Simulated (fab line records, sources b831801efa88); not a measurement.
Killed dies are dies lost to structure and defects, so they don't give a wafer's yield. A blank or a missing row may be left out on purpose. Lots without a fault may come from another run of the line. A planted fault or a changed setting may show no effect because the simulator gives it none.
Which tool did it? | flow sky130 | 10 lots, 30 wafers sampled, at 6 steps of a route of 708

WHAT THE GAUGES READ, wafer by wafer
SKY_METAL1_RS_MEAS_05: measures by four-point-probe.
lot  | measured     | on            | METAL1_ALCU_RS (ohm/sq)
L949 | day 31 14:19 | film_metro-02 | 0.1271 0.1275 0.1270
L952 | day 32 10:54 | film_metro-02 | 0.1278 0.1287 0.1285
L954 | day 33 10:20 | film_metro-02 | 0.1273 0.1249 0.1269
L956 | day 34 06:59 | film_metro-03 | 0.1278 0.1292 0.1280
L959 | day 34 21:54 | film_metro-03 | 0.1272 0.1256 0.1259
L961 | day 35 11:08 | film_metro-03 | 0.1265 0.1262 0.1267
L963 | day 36 04:34 | film_metro-02 | 0.1257 0.1236 0.1233
L966 | day 37 07:13 | film_metro-01 | 0.1231 0.1237 0.1225
L971 | day 38 14:31 | film_metro-02 | 0.1267 0.1279 0.1266
L972 | day 39 11:26 | film_metro-02 | 0.1265 0.1268 0.1275

SKY_VIA1_BOW_MEAS_03.
lot  | measured     | on            | VIA1_BOW (um)
L949 | day 32 18:59 | film_metro-02 | 82 72 81
L952 | day 33 14:53 | film_metro-02 | 74 86 77
L954 | day 34 14:28 | film_metro-04 | 78 75 63
L956 | day 35 10:14 | film_metro-01 | 81 74 75
L959 | day 36 02:39 | film_metro-02 | 73 85 87
L961 | day 36 15:10 | film_metro-02 | 76 78 71
L963 | day 37 06:53 | film_metro-04 | 89 79 76
L966 | day 38 10:23 | film_metro-02 | 78 82 69
L971 | day 39 17:12 | film_metro-04 | 86 77 72
L972 | day 40 14:01 | film_metro-01 | 89 90 81

SKY_VIA1_RS_MEAS_22: measures by four-point-probe.
lot  | measured     | on            | VIA1_W_RS (ohm/sq)
L949 | day 33 22:44 | film_metro-01 | 0.418 0.428 0.429
L952 | day 34 17:55 | film_metro-02 | 0.431 0.428 0.428
L954 | day 35 17:32 | film_metro-01 | 0.423 0.415 0.414
L956 | day 36 13:27 | film_metro-02 | 0.421 0.444 0.424
L959 | day 37 04:54 | film_metro-01 | 0.435 0.432 0.424
L961 | day 37 17:50 | film_metro-01 | 1.170 0.427 1.183
L963 | day 38 10:01 | film_metro-04 | 1.192 0.426 1.212
L966 | day 39 12:52 | film_metro-02 | 0.437 0.422 0.435
L971 | day 40 21:56 | film_metro-04 | 0.416 0.436 0.417
L972 | day 41 14:02 | film_metro-01 | 0.431 0.423 0.431

SKY_VIA1_THK_MEAS_23: measures by xrf.
lot  | measured     | on            | VIA1_W_THK (nm)
L949 | day 33 22:50 | film_metro-01 | 270 263 262
L952 | day 34 18:02 | film_metro-02 | 265 267 266
L954 | day 35 17:39 | film_metro-01 | 269 273 274
L956 | day 36 13:33 | film_metro-02 | 273 259 270
L959 | day 37 05:00 | film_metro-01 | 262 263 267
L961 | day 37 17:56 | film_metro-01 | 100 268 99
L963 | day 38 10:07 | film_metro-04 | 98 267 97
L966 | day 39 12:59 | film_metro-02 | 261 272 263
L971 | day 40 22:04 | film_metro-04 | 273 262 274
L972 | day 41 14:10 | film_metro-01 | 266 271 265

WHICH TOOL RAN EACH LOT (tool, then ch and the chambers of the sampled wafers, then the start)
lot  | SKY_VIA1_ETCH_14                   | SKY_VIA1_CVD_21
L949 | rie_diel-03 ch 2,3, day 33 21:45   | cvd_w-01 ch 0,1, day 33 22:29
L952 | rie_diel-03 ch 0,2,3, day 34 17:04 | cvd_w-02 ch 0, day 34 17:48
L954 | rie_diel-01 ch 0,2,3, day 35 16:41 | cvd_w-01 ch 0,1, day 35 17:26
L956 | rie_diel-03 ch 0,3, day 36 12:08   | cvd_w-01 ch 0,1, day 36 13:21
L959 | rie_diel-01 ch 0,1,3, day 37 03:31 | cvd_w-01 ch 0,1, day 37 04:48
L961 | rie_diel-01 ch 0,1,3, day 37 16:58 | cvd_w-01 ch 0,1, day 37 17:44
L963 | rie_diel-03 ch 0,1,3, day 38 08:47 | cvd_w-01 ch 0,1, day 38 09:55
L966 | rie_diel-04 ch 0,2,3, day 39 11:59 | cvd_w-02 ch 0,1, day 39 12:47
L971 | rie_diel-03 ch 0,1, day 40 21:03   | cvd_w-02 ch 0,1, day 40 21:51
L972 | rie_diel-03 ch 0,1,2, day 41 13:11 | cvd_w-01 ch 0,1, day 41 13:56
- SKY_VIA1_ETCH_14: etches BARC in N2/H2, stops on SiO2, time 45.9 s, target depth 60 nm.
- SKY_VIA1_CVD_21: deposits W, target thk 270 nm, time 80.902 s.

WHAT THE TOOLS THEMSELVES READ (means of the sampled wafers that have a number; where no wafer has one, the mark that the record gives instead)
SKY_VIA1_ETCH_14.
lot  | tool        | drypump_motor_current_A (A) | oes_product_au (a.u.) | rf_fwd_power_W (W) | throttle_valve_pct (%)
L949 | rie_diel-03 | 5.1                         | 0.850                 | 492.5              | 13.214
L952 | rie_diel-03 | 5.6                         | 0.852                 | 494.4              | 13.232
L954 | rie_diel-01 | 5.6                         | 0.852                 | 494.2              | 13.223
L956 | rie_diel-03 | 5.9                         | 0.858                 | 496.7              | 13.221
L959 | rie_diel-01 | 6.0                         | 0.852                 | 492.8              | 13.230
L961 | rie_diel-01 | 5.9                         | 0.857                 | 494.4              | 13.214
L963 | rie_diel-03 | 5.9                         | 0.854                 | 495.9              | 13.230
L966 | rie_diel-04 | 5.6                         | 0.858                 | 495.0              | 13.224
L971 | rie_diel-03 | 5.8                         | 0.856                 | 496.1              | 13.219
L972 | rie_diel-03 | 5.6                         | 0.858                 | 493.6              | 13.225

SKY_VIA1_CVD_21.
lot  | tool     | heater_power_w (W)
L949 | cvd_w-01 | 849
L952 | cvd_w-02 | 845
L954 | cvd_w-01 | 897
L956 | cvd_w-01 | 908
L959 | cvd_w-01 | 848
L961 | cvd_w-01 | 888
L963 | cvd_w-01 | 890
L966 | cvd_w-02 | 833
L971 | cvd_w-02 | 850
L972 | cvd_w-01 | 867

THE ANSWER, worked out from the rows above alone
Rule: what is usual is taken from the lots themselves. Put in order of their means at a reading, lots are off if they are a third of the lots or fewer, leave a main group of 4 or more, and stand apart from it by a gap of 3 or more times the standard deviation of the main group's means; of several such gaps the widest counts. A main group whose means are all the same, to the digits that the tables above print for the reading, isn't used. A lot without any number at a reading at which 4 lots or more have one is off too. The other lots that the step has rows for count as sound. The gauges are gone through in route order, then the tools' own readings, and for those a lot's mean is taken as printed above. The first step at which some lot is off is used, and at that step the reading that is off furthest; a lot without a number counts as furthest.
Off: L961, L963, at SKY_VIA1_RS_MEAS_22 (VIA1_W_RS). The main group: mean 0.427 ohm/sq, standard deviation 0.0044.
A tool fits if, at a process step before that reading, it ran every lot that is off, and no sound lot after the first of them. The gauges at SKY_VIA1_RS_MEAS_22 are tried like those tools. None of those tried fits.

WHAT THE SIMULATOR HAD PUT IN
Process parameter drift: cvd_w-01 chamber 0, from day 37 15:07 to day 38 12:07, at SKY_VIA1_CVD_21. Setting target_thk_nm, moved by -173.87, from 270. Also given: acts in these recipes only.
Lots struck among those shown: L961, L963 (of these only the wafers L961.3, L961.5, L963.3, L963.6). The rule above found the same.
